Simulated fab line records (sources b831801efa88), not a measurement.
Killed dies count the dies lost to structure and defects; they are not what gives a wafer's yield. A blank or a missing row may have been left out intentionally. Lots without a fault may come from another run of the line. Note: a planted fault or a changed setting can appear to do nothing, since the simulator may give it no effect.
Commonality check across tools    flow sky130    12 lots, 36 wafers sampled

== WHAT PROMPTED THE OPENING ==
SKY_VT_ADJUST_LVTN_TW_MEAS_21, reading VT_ADJUST_LVTN_2_TW: flagged on 1 of 12 lots. No-fault wafers: 190.0, standard deviation 1.6.
Rule: a lot is flagged in two cases, either no wafer of it has a number, or all its wafers with numbers fall more than 4 standard deviations from that mean. All remaining lots are regarded as sound.

lot   measured      on             VT_ADJUST_LVTN_2_TW, wafer by wafer  flag
L911  day 8 07:12   film metro-03  188.5 188.3 187.9                    
L912  day 8 08:11   film metro-02  191.3 190.6 189.9                    
L916  day 9 09:05   film metro-01  30.2 30.3 30.1                       FLAGGED
L922  day 11 07:45  film metro-03  187.4 189.1 187.4                    
L925  day 12 04:31  film metro-01  189.9 190.8 190.3                    
L926  day 12 11:32  film metro-01  191.4 191.0 191.2                    
L927  day 12 13:18  film metro-02  191.9 191.2 190.9                    
L928  day 12 20:19  film metro-03  190.9 190.6 191.1                    
L929  day 13 07:22  film metro-02  189.7 189.7 190.0                    
L930  day 13 13:59  film metro-01  190.2 191.2 191.0                    
L931  day 13 19:59  film metro-01  190.5 190.8 190.7                    
L932  day 14 01:23  film metro-03  187.9 189.1 187.8                    
On average the flagged lots read 30.2, which is -159.8 against the usual, or -99 or more standard deviations.

== EACH LOT AND THE TOOL IT RAN ON ==
The record holds 2 process steps before the reading, out of a route of 708 steps. Read each cell as the tool, then ch plus the chambers that the sampled wafers visited, then the start.
lot   flag     SKY_VT_ADJUST_LVTN_STRIP_09           SKY_VT_ADJUST_LVTN_EXPOSE_15
L911           plasma asher-01 ch 0,1, day 7 11:20   iline stepper-02 ch 0, day 7 21:16
L912           plasma asher-02 ch 0,1, day 7 11:39   iline stepper-02 ch 0, day 7 21:56
L916  FLAGGED  plasma asher-02 ch 0,1, day 8 11:08   iline stepper-01 ch 0, day 8 21:58
L922           plasma asher-04 ch 0,1, day 10 08:23  iline stepper-01 ch 0, day 10 19:58
L925           plasma asher-02 ch 0,1, day 11 04:25  iline stepper-01 ch 0, day 11 16:31
L926           plasma asher-02 ch 0,1, day 11 11:07  iline stepper-02 ch 0, day 11 23:26
L927           plasma asher-04 ch 0,1, day 11 12:29  iline stepper-01 ch 0, day 12 01:19
L928           plasma asher-04 ch 0,1, day 11 19:59  iline stepper-02 ch 0, day 12 08:15
L929           plasma asher-02 ch 0,1, day 12 05:47  iline stepper-02 ch 0, day 12 18:26
L930           plasma asher-02 ch 0,1, day 12 12:05  iline stepper-02 ch 0, day 13 01:19
L931           plasma asher-04 ch 0,1, day 12 17:32  iline stepper-02 ch 0, day 13 06:46
L932           plasma asher-04 ch 0,1, day 12 23:01  iline stepper-01 ch 0, day 13 12:24
What is done by these steps:
- SKY_VT_ADJUST_LVTN_STRIP_09: strips in O2/N2.
- SKY_VT_ADJUST_LVTN_EXPOSE_15: exposes mask HVN STD DERIVED, target cd 600 nm.
- SKY_VT_ADJUST_LVTN_TW_MEAS_21

== FLAGGED OVER TOTAL, TOOL BY TOOL (the gauges that took the reading come last) ==
step                           tool              lots run  flagged  share of the flagged lots  sound lots run after its first flagged lot
SKY_VT_ADJUST_LVTN_STRIP_09    plasma asher-01   1         0        none                       -
SKY_VT_ADJUST_LVTN_STRIP_09    plasma asher-02   6         1        all                        4 (L925,L926,L929,L930)
SKY_VT_ADJUST_LVTN_STRIP_09    plasma asher-04   5         0        none                       -
SKY_VT_ADJUST_LVTN_EXPOSE_15   iline stepper-01  5         1        all                        4 (L922,L925,L927,L932)
SKY_VT_ADJUST_LVTN_EXPOSE_15   iline stepper-02  7         0        none                       -
SKY_VT_ADJUST_LVTN_TW_MEAS_21  film metro-01     5         1        all                        4 (L925,L926,L930,L931)
SKY_VT_ADJUST_LVTN_TW_MEAS_21  film metro-02     3         0        none                       -
SKY_VT_ADJUST_LVTN_TW_MEAS_21  film metro-03     4         0        none                       -

== WHAT THE TABLE PERMITS ==
3 rows of the table ran every flagged lot: plasma asher-02 at SKY_VT_ADJUST_LVTN_STRIP_09, iline stepper-01 at SKY_VT_ADJUST_LVTN_EXPOSE_15, film metro-01 at SKY_VT_ADJUST_LVTN_TW_MEAS_21.
- plasma asher-02 at SKY_VT_ADJUST_LVTN_STRIP_09: 1 of its 6 lots flagged. Sound lots ran on it after the first flagged one (L925, L926, L929, L930), which a lasting fault on the whole tool wouldn't allow.
- iline stepper-01 at SKY_VT_ADJUST_LVTN_EXPOSE_15: 1 of its 5 lots flagged. Sound lots ran on it after the first flagged one (L922, L925, L927, L932), which a lasting fault on the whole tool wouldn't allow.
- film metro-01 at SKY_VT_ADJUST_LVTN_TW_MEAS_21: 1 of its 5 lots flagged. Sound lots ran on it after the first flagged one (L925, L926, L930, L931), which a lasting fault on the whole tool wouldn't allow.
Not one row of the table ran every flagged lot while running no sound lot after the first.

== WHAT THE SIMULATOR HAD PUT IN ==
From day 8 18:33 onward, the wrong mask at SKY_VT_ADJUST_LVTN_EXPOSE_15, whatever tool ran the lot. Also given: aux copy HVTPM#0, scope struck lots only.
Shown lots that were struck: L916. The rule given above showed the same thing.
